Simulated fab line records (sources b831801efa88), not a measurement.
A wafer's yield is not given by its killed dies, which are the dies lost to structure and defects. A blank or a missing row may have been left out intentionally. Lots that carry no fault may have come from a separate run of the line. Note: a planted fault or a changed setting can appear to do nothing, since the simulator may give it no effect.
A struck lot beside a sound one :: flow sky130 :: 14 steps out of a route of 708
Sound: the wafers L471.3, L471.4, L471.5. The struck wafers were L465.1, L465.2, L465.6. At the end, the cause is stated.
At each step with rows: each side's tool, then ch and its chambers, then its first start. Under that, the readings that differ: sound wafers :: struck wafers :: difference of the means :: sigmas: that difference in standard deviations of wafers without a fault.
alike: readings with means less than 2 such deviations apart, plus words and numbers identical on both sides. not compared: withheld readings, readings lacking a value on some wafer, bounds such as >300 that could conceal the same value, and numbers that have no deviation in the record and whose values overlap.
Wherever a step has rows on one side only, a row that says differs or no value, or a row with sigmas, the two part there. When numbers do not overlap yet have no deviation, they are printed without sigmas and do not part them. A reading that every wafer of one side lacks parts them only if that side has two wafers or more.

first, 6 steps without rows for these wafers: SKY_DNWELL_COAT_02 (resist thk 3000 nm); SKY_DNWELL_SOFTBAKE_03; SKY_DNWELL_EXPOSE_04 (exposes mask DNM, target cd 3000 nm); SKY_DNWELL_PEB_05; SKY_DNWELL_DEVELOP_06 (develop time 60 s); SKY_DNWELL_IMPLANT_07.
SKY_DNWELL_STRIP_08: strips in O2/N2.
  sound on plasma_asher-01 ch 0,1, day 5 10:55; struck on plasma_asher-04 ch 0,1, day 4 01:41
reading: strip_time_to_endpoint_s (s)
sound: 36.67 36.76 36.80
struck: 36.97 37.03 37.02
difference: +0.26
sigmas: +2
  alike: drypump_motor_current_A, oes_product_au
  not compared: rf_hours_counter_h
SKY_DNWELL_TW_MEAS_09:
  sound on film_metro-03 at day 5 10:59; struck on film_metro-03 at day 4 01:47
  alike: DNWELL_TW
then, 4 steps without rows for these wafers: SKY_PWDE_DEHYDRATE_00 (time 60 s); SKY_PWDE_HMDS_01 (prime time 60 s); SKY_PWDE_COAT_02 (resist thk 3000 nm); SKY_PWDE_SOFTBAKE_03.
SKY_PWDE_EXPOSE_04: exposes mask PWDEM, target cd 840 nm.
  struck on iline_stepper-01, day 4 10:01; sound on iline_stepper-01 ch 0, day 5 20:31
  no value came back on the struck wafers for exposure_dose_mJ_cm2, focus_offset_nm (nm); on the sound wafers exposure_dose_mJ_cm2 reads 213.76 213.91 213.73
  alike: mask
following that, these wafers have no rows for 1 step: SKY_PWDE_PEB_05.

## WHERE THEY PART
At SKY_DNWELL_STRIP_08 first; at SKY_PWDE_EXPOSE_04 last (within this record only).

WHY: whatever the simulator had introduced
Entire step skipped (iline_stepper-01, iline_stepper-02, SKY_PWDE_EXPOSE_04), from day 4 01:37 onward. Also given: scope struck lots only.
